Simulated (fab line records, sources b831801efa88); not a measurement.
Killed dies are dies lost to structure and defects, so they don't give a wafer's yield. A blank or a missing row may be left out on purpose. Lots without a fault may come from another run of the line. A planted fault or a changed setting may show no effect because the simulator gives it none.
Which tool did it? | flow sky130 | 6 lots, 18 wafers sampled, at 3 steps of a route of 708

WHAT THE GAUGES READ, wafer by wafer
SKY_VIA1_BOW_MEAS_03.
lot  | measured     | on            | VIA1_BOW (um)
L859 | day 33 22:58 | film_metro-01 | 78 82 67
L863 | day 34 12:10 | film_metro-03 | 93 72 80
L866 | day 35 15:49 | film_metro-03 | 77 82 95
L870 | day 36 19:53 | film_metro-03 | 74 76 90
L877 | day 38 23:10 | film_metro-01 | 88 74 88
L879 | day 39 10:05 | film_metro-01 | 78 77 94

WHICH TOOL RAN EACH LOT (tool, then ch and the chambers of the sampled wafers, then the start)
lot  | SKY_POLY_GATE_COAT_07             | SKY_CONTACT_ETCH_16
L859 | litho_track-03 ch 0, day 16 23:52 | rie_diel-01 ch 0,1,2, day 32 17:43
L863 | litho_track-03 ch 0, day 17 17:08 | rie_diel-01 ch 2,3, day 33 06:45
L866 | litho_track-01 ch 0, day 18 20:25 | rie_diel-01 ch 0,1, day 34 10:16
L870 | litho_track-01 ch 0, day 20 07:12 | rie_diel-04 ch 0,2,3, day 35 14:19
L877 | litho_track-01 ch 0, day 22 19:15 | rie_diel-03 ch 0,1,3, day 37 18:28
L879 | litho_track-03 ch 0, day 23 09:55 | rie_diel-01 ch 0,1,2, day 38 04:28
- SKY_POLY_GATE_COAT_07: resist thk 110 nm.
- SKY_CONTACT_ETCH_16: etches BARC in N2/H2, stops on SiO2, time 45.9 s, target depth 60 nm.

THE ANSWER, worked out from the rows above alone
Rule: what is usual is taken from the lots themselves. Put in order of their means at a reading, lots are off if they are a third of the lots or fewer, leave a main group of 4 or more, and stand apart from it by a gap of 3 or more times the standard deviation of the main group's means; of several such gaps the widest counts. A main group whose means are all the same, to the digits that the tables above print for the reading, isn't used. A lot without any number at a reading at which 4 lots or more have one is off too. The other lots that the step has rows for count as sound.
No lot is off at any reading shown: from this, nothing can be told.

WHAT THE SIMULATOR HAD PUT IN
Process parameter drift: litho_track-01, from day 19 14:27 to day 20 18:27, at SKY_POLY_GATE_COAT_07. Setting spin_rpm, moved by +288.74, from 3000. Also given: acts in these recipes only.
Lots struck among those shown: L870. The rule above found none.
